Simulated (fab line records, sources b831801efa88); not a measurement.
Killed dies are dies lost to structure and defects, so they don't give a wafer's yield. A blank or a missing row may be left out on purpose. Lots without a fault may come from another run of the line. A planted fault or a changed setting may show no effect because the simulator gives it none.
Problem report in the 8D (eight disciplines) form, filled by code | flow sky130 | the parts of the form that need people (team, actions taken, sign-off) are left out

1. THE PROBLEM
strip_time_to_endpoint_s at SKY_VT_ADJUST_LVTN_STRIP_09 reads a mean of 33.98 s on 6 wafers of 2 lots; wafers without a fault read 36.91 s with a standard deviation of 0.095. That is -31 standard deviations from the usual mean.
The step: strips in O2/N2.
First seen on wafer L197.3, day 10 01:23, on plasma_asher-02. The record holds 39 wafers of 13 lots with a number at this step. Rule for "out", or "out of limits": more than 4 standard deviations from the usual mean. The other wafers with a number count as sound.

2. WHAT IT IS AND WHAT IT IS NOT
question                    | is                               | is not
which readings at this step | strip_time_to_endpoint_s         | chamber_pressure_mTorr, drypump_motor_current_A
which lots                  | L197, L200                       | L186, L187, L188, L189, L190, L191, L196, L202, L207, L208, L209
which wafers of those lots  | all that have a number           | -
read on which tools         | plasma_asher-02, plasma_asher-04 | plasma_asher-01
when                        | from day 10 01:23                | up to then (21 sound wafers); but 12 sound wafers of L202, L207, L208, L209 came after

3. SUSPECTS, AND WHAT RULES EACH OUT
Counting: a tool at a process step up to the reading stays a suspect if it ran every lot that is out and no sound lot after the first of them.
- litho_track-01 at SKY_VT_ADJUST_LVTN_COAT_02 (resist thk 3000 nm): kept. It ran every lot that is out, first L197 (day 9 14:25), and no sound lot after that; its last sound lot up to then is L196 (day 9 12:43).
Left after counting: litho_track-01 at SKY_VT_ADJUST_LVTN_COAT_02.

4. THE CAUSE (what the simulator had put in)
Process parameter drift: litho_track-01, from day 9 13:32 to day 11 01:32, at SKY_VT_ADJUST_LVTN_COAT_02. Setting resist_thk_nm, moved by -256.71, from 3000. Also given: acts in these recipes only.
Counting left only this tool.

5. THE CHAIN OF EFFECTS, in route order
Each row: a reading whose mean over the struck wafers that have a number lies more than 3 standard deviations from the usual. Only readings for which the record gives a usual standard deviation are gone through. hours: the time from each lot's start at the first step in this table that gives one to its start at this step, as a median over the lots. sigmas: the change in usual standard deviations.
hours | step                        | reading                  | usual   | on struck wafers | change | sigmas
0     | SKY_VT_ADJUST_LVTN_STRIP_09 | strip_time_to_endpoint_s | 36.91 s | 33.98            | -2.93  | -31
The process steps in it:
- SKY_VT_ADJUST_LVTN_STRIP_09: strips in O2/N2.

6. WHAT WOULD HAVE CAUGHT IT SOONER
In this record the first reading out of limits was taken at day 10 01:23, 12 hours after the fault began at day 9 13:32.
Of the lots that are out (2), L200 began SKY_VT_ADJUST_LVTN_COAT_02 on litho_track-01 after day 10 01:23. A hold on the tool at that time would have spared it.
